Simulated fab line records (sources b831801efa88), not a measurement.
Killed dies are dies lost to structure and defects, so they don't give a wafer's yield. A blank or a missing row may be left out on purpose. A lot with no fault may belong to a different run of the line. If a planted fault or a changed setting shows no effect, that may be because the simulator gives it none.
Comparing a struck lot with a sound one	flow sky130	15 out of 708 route steps
Sound: these wafers, L215.1, L215.2, L215.5. The struck wafers were L222.1, L222.2, L222.4. The cause is given at the end.
At each step with rows: each side's tool, then ch and its chambers, then its first start. Under that, the readings that differ: sound wafers	struck wafers	difference of the means	sigmas: that difference in standard deviations of wafers without a fault.
alike: same words and numbers on both sides, and readings whose means sit less than 2 such deviations apart. not compared: any withheld reading, any reading some wafer has no value for, any bound like >300 that may hide the same value, and any number with overlapping values for which the record gives no deviation.
A row with sigmas, a row that says differs or no value, or rows on one side alone: a step with any of these is where the two part. When numbers do not overlap yet have no deviation, they are printed without sigmas and do not part them. Lack of a reading on every wafer of one side parts them only where that side has two or more wafers.

SKY_METAL1_STRIP_20: strips in O2/N2.
  sound on plasma_asher-03 ch 0,1, day 35 09:11; struck on plasma_asher-01 ch 0,1, day 37 12:14
  alike: drypump_motor_current_A, o2_flow_sccm, oes_product_au, strip_time_to_endpoint_s
  not compared: rf_hours_counter_h
then, 4 steps without rows for these wafers: SKY_METAL1_STRIP_21 (strips in post etch residue remover, time 1200 s); SKY_METAL1_CLEAN_22 (cleans in IPA, time 180 s); SKY_METAL1_CLEAN_23 (cleans in O3/DIW); SKY_VIA1_HDPCVD_00 (deposits SiO2, target thk 1030 nm, time 171.7 s).
SKY_VIA1_THK_MEAS_01:
  sound on film_metro-04, day 35 09:55; struck on film_metro-04, day 37 12:56
reading	sound	struck	difference	sigmas
VIA1_HDPCVD_THK (nm)	1046 1050 1038	1019 1021 1031	-21	-2
SKY_VIA1_CMP_02: polishes SiO2.
  sound on cmp-02 ch 0,3, day 35 09:59; struck on cmp-01 ch 0,1,2, day 37 13:00
  alike: motor_current_A
SKY_VIA1_BOW_MEAS_03:
  sound on film_metro-02, day 35 10:17; struck on film_metro-03, day 37 13:18
  alike: VIA1_BOW
then, 4 steps without rows for these wafers: SKY_VIA1_DEHYDRATE_04 (time 60 s); SKY_VIA1_HMDS_05 (prime time 60 s); SKY_VIA1_COAT_06 (resist thk 60 nm); SKY_VIA1_COAT_07 (resist thk 450 nm).
SKY_VIA1_SOFTBAKE_08: time 90 s.
  sound on litho_track-01 ch 0, day 35 22:00; struck on litho_track-01 ch 0, day 38 01:00
reading	sound	struck	difference	sigmas
heater_power_total_W (W)	57.38 57.45 57.30	72.96 73.34 73.19	+15.79	+99 or more
run_length_s (s)	119.22 119.41 119.57	72.77 72.92 72.93	-46.53	-99 or more
  alike: resist_line_temp_C
then, 1 step without rows for these wafers: SKY_VIA1_EXPOSE_09 (exposes mask VIM, target cd 150 nm).
-- the record jumps here: 11 days lie between the struck wafers' starts before and after (it left off in module VIA1 and takes up again in module PAD_OPEN, whose first step shown is number 708 of the route) --
SKY_PAD_OPEN_PROBE_99:
  sound on prober-02, day 47 17:05; struck on prober-01, day 49 06:40
  alike: defect_limited_yield, killed_at_M0_to_M3, killed_at_M4_up, killed_at_contacts, killed_at_front_end, killed_at_other, killed_dies, killed_open, killed_short, sort_bin_3_pad_short, sort_bin_5_function, sort_bin_6_memory, sort_n_pass, sort_yield_pct

== WHERE THEY PART ==
First at SKY_VIA1_THK_MEAS_01; last, within this record, at SKY_VIA1_SOFTBAKE_08. Later steps at which nothing parts them and some readings are alike: SKY_PAD_OPEN_PROBE_99.

WHY: what had been put in by the simulator
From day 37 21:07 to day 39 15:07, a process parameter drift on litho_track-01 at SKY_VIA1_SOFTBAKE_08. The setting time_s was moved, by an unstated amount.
